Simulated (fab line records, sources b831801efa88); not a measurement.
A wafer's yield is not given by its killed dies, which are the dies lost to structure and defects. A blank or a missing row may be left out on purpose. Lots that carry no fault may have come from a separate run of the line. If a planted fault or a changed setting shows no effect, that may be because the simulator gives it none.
fab line records	flow sky130
record: lots: 12	wafers: 36	lastDay: 50
route steps=708 shown METAL5@662 PASSIVATION@684 PAD_OPEN@703
lots that met no fault: from a run of the same line without faults
startH: the number of hours between the record's first day and the start of the first shown wafer of the lot	waitH: how many hours have passed since the lot's step before this one	" identical to the entry in the row above	L1.1+2: a row that stands for several wafers	- value missing, or start not given	* or withheld: withheld	< > ~ a bound
route shown NAME@n: a module of which the file shows steps, and the number in the route of the first	usual: average and standard deviation across the fault-free wafers	same: alike in all rows	chamber/n: place in a boat	sites: per-site readings	_std_site: how widely they spread, as a standard deviation	_edge_site: outer sites' mean less inner sites'	radiusMm: for every site, how far away it sits from the centre of the wafer	mask NAME#n: copy n	behind: the most recent tool/chamber to have shaped the wafer	hold: why the lot was held/for how many hours/how that ended	device: names the non-switching transistor (n, p or np)	end of line: the tests these same wafers got at the end of their route	a step with no rows: only its recipe	killed: dies lost to structure and defects at the first sort, not the wafer's yield	map: per-die view of a wafer (x killed, . not killed, _ where there is no die)
set.NAME: the run value of the setting; set.NAME@STEP: its run value at that earlier step	model.NAME: the simulator's own value behind a step, which no gauge read
steps of the route over a sample of lots; a table a step, a row a wafer
services: from which hour (startH, from the record's first day; less than 0 if before it) a tool's chamber was out of use, for how many hours, and why
== steps ==
step: SKY_METAL5_SPUTTER_01
recipe: material: TiN	targetThkNm: 20	powerW: 6500	timeS: 16.7	chamberPressurePa: 0.4
usual: throttleValvePct: 29.8/0.92
lot.wafer	tool	chamber	startH	waitH	throttleValvePct
L283.3	pvdSputter-01	-	1004.44	0.0	31.3
L283.5	"	-	"	"	30.6
L283.6	"	-	"	"	29.7
L284.1	pvdSputter-03	-	1014.53	0.0	29.1
L284.2	"	-	"	"	30.6
L284.5	"	-	"	"	30.2
L286.3	pvdSputter-01	-	1033.71	0.0	31.1
L286.5	"	-	"	"	31.0
L286.6	"	-	"	"	30.2
L287.2	pvdSputter-03	-	1033.86	0.0	30.6
L287.3	"	-	"	"	29.9
L287.4	"	-	"	"	28.3
L290.1	pvdSputter-03	-	1055.92	0.0	28.8
L290.3	"	-	"	"	28.8
L290.5	"	-	"	"	28.8
L291.2	pvdSputter-04	-	1074.39	0.0	28.1
L291.3	"	-	"	"	30.7
L291.4	"	-	"	"	30.2
L292.2	pvdSputter-04	-	1076.09	0.0	30.9
L292.5	"	-	"	"	30.3
L292.6	"	-	"	"	30.8
L293.3	pvdSputter-04	-	1081.56	0.0	28.7
L293.4	"	-	"	"	30.2
L293.5	"	-	"	"	30.1
L294.2	pvdSputter-01	-	1089.72	0.0	29.5
L294.4	"	-	"	"	29.6
L294.6	"	-	"	"	29.8
L295.1	pvdSputter-03	-	1108.09	0.0	28.2
L295.2	"	-	"	"	29.0
L295.3	"	-	"	"	30.5
L304.1	pvdSputter-03	-	1144.06	0.0	28.7
L304.3	"	-	"	"	30.0
L304.4	"	-	"	"	30.8
L305.1	pvdSputter-03	-	1149.24	0.0	30.3
L305.2	"	-	"	"	30.3
L305.5	"	-	"	"	29.3
step: SKY_METAL5_STRIP_16
recipe: chemistry: O2/N2	powerW: 1400	pressureMtorr: 1500	platenTempC: withheld	o2FlowSccm: 3000	n2FlowSccm: 300	overashFraction: 0.5
usual: chamberPressureMTorr: 1499.8/1.4	drypumpMotorCurrentA: 5.6/0.44	o2FlowSccm: 3001/9	oesProductAu: 0.710/0.0041	stripTimeToEndpointS: 13.09/0.12
lot.wafer	tool	chamber	startH	waitH	chamberPressureMTorr	drypumpMotorCurrentA	o2FlowSccm	oesProductAu	rfHoursCounterH	stripTimeToEndpointS
L283.3	plasmaAsher-01	1	1027.78	0.1	1497.6	5.1	3015	0.705	-	12.85
L283.5	"	0	"	"	1499.8	5.9	3007	0.707	-	12.99
L283.6	"	1	"	"	1501.3	5.1	3017	0.703	-	12.90
L284.1	plasmaAsher-01	0	1036.81	0.2	1500.2	5.9	2996	0.710	125	13.21
L284.2	"	1	"	"	1503.7	5.1	2993	0.713	125	13.13
L284.5	"	1	"	"	1502.9	5.1	3001	0.711	-	13.26
L286.3	plasmaAsher-03	1	1055.43	0.1	1501.7	5.7	3001	0.701	-	12.95
L286.5	"	0	"	"	1500.8	6.1	2992	0.710	-	13.22
L286.6	"	1	"	"	1499.0	5.8	2982	0.713	-	12.99
L287.2	plasmaAsher-04	0	1055.51	0.2	1500.1	6.0	3006	0.712	61	13.15
L287.3	"	0	"	"	1499.0	5.9	3008	0.712	-	12.99
L287.4	"	1	"	"	1499.1	5.0	3006	0.713	-	13.15
L290.1	plasmaAsher-01	1	1076.96	0.2	1499.9	5.1	3011	0.705	1	13.01
L290.3	"	0	"	"	1500.6	5.9	3005	0.709	-	13.11
L290.5	"	0	"	"	1499.7	5.9	3002	0.709	-	13.01
L291.2	plasmaAsher-01	1	1094.31	0.2	1497.2	5.1	2993	0.716	3	13.08
L291.3	"	0	"	"	1497.6	5.9	2996	0.707	-	13.30
L291.4	"	1	"	"	1501.8	5.1	3002	0.708	-	13.22
L292.2	plasmaAsher-01	0	1095.96	0.2	1499.5	5.9	3006	0.715	3	13.21
L292.5	"	1	"	"	1500.4	5.1	3004	0.704	-	12.97
L292.6	"	0	"	"	1499.4	5.9	3005	0.708	-	13.23
L293.3	plasmaAsher-03	0	1102.35	0.3	1500.2	6.2	2995	0.710	-	12.84
L293.4	"	1	"	"	1501.1	5.7	3003	0.719	-	12.94
L293.5	"	0	"	"	1500.3	6.2	3005	0.715	-	12.93
L294.2	plasmaAsher-04	0	1109.66	0.2	1501.8	5.9	2999	0.707	66	12.94
L294.4	"	0	"	"	1500.7	5.9	3012	0.708	-	13.00
L294.6	"	1	"	"	1498.6	5.0	2980	0.709	-	12.88
L295.1	plasmaAsher-04	0	1123.46	0.2	1499.3	5.9	3018	0.711	68	13.18
L295.2	"	1	"	"	1501.7	5.0	3004	0.717	68	13.15
L295.3	"	0	"	"	1502.1	5.9	3022	0.716	-	13.09
L304.1	plasmaAsher-03	0	1162.51	0.2	1501.1	6.2	3004	0.711	39	13.00
L304.3	"	0	"	"	1499.6	6.2	2987	0.707	-	13.11
L304.4	"	1	"	"	1498.5	5.7	2993	0.714	-	12.97
L305.1	plasmaAsher-04	0	1168.11	0.2	1499.3	5.9	2999	0.707	72	13.10
L305.2	"	1	"	"	1500.3	5.0	3003	0.708	72	13.00
L305.5	"	0	"	"	1500.8	5.9	3008	0.714	-	13.01
step: SKY_PASSIVATION_THK_MEAS_03
recipe: reads: Si3N4_of_PASSIVATION_CVD_02
usual: PASSIVATION_CVD_02_THK: 538/7.4
lot.wafer	tool	chamber	startH	waitH	PASSIVATION_CVD_02_THK[nm]
L283.3	filmMetro-02	-	1028.75	-	539
L283.5	"	-	"	"	546
L283.6	"	-	"	"	543
L284.1	filmMetro-01	-	1037.72	-	546
L284.2	"	-	"	"	544
L284.5	"	-	"	"	556
L286.3	filmMetro-04	-	1056.32	-	533
L286.5	"	-	"	"	541
L286.6	"	-	"	"	539
L287.2	filmMetro-04	-	1056.43	-	529
L287.3	"	-	"	"	544
L287.4	"	-	"	"	549
L290.1	filmMetro-01	-	1077.95	-	533
L290.3	"	-	"	"	547
L290.5	"	-	"	"	543
L291.2	filmMetro-02	-	1095.26	-	526
L291.3	"	-	"	"	519
L291.4	"	-	"	"	533
L292.2	filmMetro-04	-	1096.87	-	536
L292.5	"	-	"	"	542
L292.6	"	-	"	"	545
L293.3	filmMetro-02	-	1103.28	-	536
L293.4	"	-	"	"	540
L293.5	"	-	"	"	546
L294.2	filmMetro-04	-	1110.65	-	528
L294.4	"	-	"	"	540
L294.6	"	-	"	"	545
L295.1	filmMetro-04	-	1124.39	-	523
L295.2	"	-	"	"	530
L295.3	"	-	"	"	527
L304.1	filmMetro-04	-	1163.42	-	532
L304.3	"	-	"	"	540
L304.4	"	-	"	"	546
L305.1	filmMetro-04	-	1169.06	-	536
L305.2	"	-	"	"	548
L305.5	"	-	"	"	547
step: SKY_PAD_OPEN_STRIP_09
recipe: chemistry: postEtchResidueRemover	timeS: 1200	tempC: 72.5
usual: runLengthS: 1230/3.8
lot.wafer	tool	chamber	startH	waitH	runLengthS
L283.3	wetBench-02	3	1071.45	0.0	1225
L283.5	"	3	"	"	1225
L283.6	"	3	"	"	1225
L284.1	wetBench-04	0	1080.05	0.1	1226
L284.2	"	0	"	"	1226
L284.5	"	0	"	"	1226
L286.3	wetBench-02	1	1096.90	0.0	1232
L286.5	"	1	"	"	1232
L286.6	"	1	"	"	1232
L287.2	wetBench-04	2	1096.98	0.1	1234
L287.3	"	2	"	"	1234
L287.4	"	2	"	"	1234
L290.1	wetBench-02	1	1115.10	0.1	1233
L290.3	"	1	"	"	1233
L290.5	"	1	"	"	1233
L291.2	wetBench-01	3	1127.90	0.1	1233
L291.3	"	3	"	"	1233
L291.4	"	3	"	"	1233
L292.2	wetBench-02	2	1130.00	0.1	1233
L292.5	"	2	"	"	1233
L292.6	"	2	"	"	1233
L293.3	wetBench-04	3	1134.98	0.0	1231
L293.4	"	3	"	"	1231
L293.5	"	3	"	"	1231
L294.2	wetBench-01	2	1143.98	0.1	1234
L294.4	"	2	"	"	1234
L294.6	"	2	"	"	1234
L295.1	wetBench-01	2	1160.98	0.1	1233
L295.2	"	2	"	"	1233
L295.3	"	2	"	"	1233
L304.1	wetBench-01	0	1196.25	0.1	1272
L304.3	"	0	"	"	1272
L304.4	"	0	"	"	1272
L305.1	wetBench-01	3	1201.19	0.1	1271
L305.2	"	3	"	"	1271
L305.5	"	3	"	"	1271
== services ==
tool	chamber	startH	hours	kind
pvdSputter-03	-	989.26	21.2	repair
plasmaAsher-01	-	1055.25	9.0	pm
plasmaAsher-01	0	1055.25	9.0	ventCycle
plasmaAsher-01	1	1055.25	9.0	ventCycle
plasmaAsher-01	0	1064.25	-	clean
plasmaAsher-01	1	1064.25	-	clean
plasmaAsher-03	-	1102.46	1.9	repair
plasmaAsher-03	-	1112.13	14.6	pm
plasmaAsher-03	-	1126.73	8.7	pm
pvdSputter-01	-	1127.99	3.4	repair
pvdSputter-01	-	1165.72	1.7	repair
pvdSputter-03	-	1179.46	7.4	repair
pvdSputter-04	-	1191.34	1.3	repair
== key ==
firstSign: step: SKY_PAD_OPEN_STRIP_09	reading: runLengthS	direction: up	sigmas: 11	usual: *	struck: *
effect none on later readings
metAt SKY_PAD_OPEN_STRIP_09
struckLots L304,L305
notActingAt SKY_METAL5_SPUTTER_01,SKY_METAL5_STRIP_16,SKY_PASSIVATION_THK_MEAS_03
onsetBetween 1160.98 1196.25
fault: kind: processParameterDrift	tool: wetBench-01	chamber: -	onsetH: 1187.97	steps: SKY_PAD_OPEN_STRIP_09	channel: timeS	offset: *	shape: step	endH: 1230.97	actsIn: *	stated: *
